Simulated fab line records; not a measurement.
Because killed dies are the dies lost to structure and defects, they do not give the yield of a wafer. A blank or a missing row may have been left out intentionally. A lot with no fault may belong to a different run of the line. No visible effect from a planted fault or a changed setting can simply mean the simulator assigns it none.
Matching of chambers	flow sky130	4 sister chambers for SKY_FIELD_ISO_ETCH_17 on rie si-01
The step etches Si in HBr/Cl2/O2, target depth 342 nm, time 97.7 s. 4 wafers are shown with their chamber, then 8 later ones without.

## WAFERS PAIRED WITH THEIR CHAMBERS
wafer	chamber	drypump motor current A (A)
L550.5	3	6.0
L558.1	2	6.4
L558.6	0	4.8
L560.2	1	5.2

## WAFERS WITHOUT THEIR CHAMBER
wafer	drypump motor current A (A)
L560.4	4.8
L560.6	5.2
L562.3	6.1
L562.4	4.8
L562.5	6.4
L564.1	6.0
L564.3	6.3
L564.6	6.0

## CHAMBER TAKEN BY EACH
wafer	from the rows above	in truth
L560.4	0	0
L560.6	1	1
L562.3	3	3
L562.4	0	0
L562.5	2	2
L564.1	3	3
L564.3	2	2
L564.6	3	3
8 of 8 placed correctly. From these rows, 0 cannot be placed. Number placed wrongly: 0.
How it was worked out, from the rows above alone: a wafer's distance from a chamber is the root of the sum, over the readings, of the square of ((its reading less the chamber's mean) divided by the reading's scatter). If the next closest chamber is less than 2 further off than the closest, the wafer can't be placed; otherwise it belongs to the closest. Each chamber's mean is taken over the wafers shown for it. The scatter: root of mean squared gap, hidden wafer to nearest shown wafer, with one shown wafer a chamber.
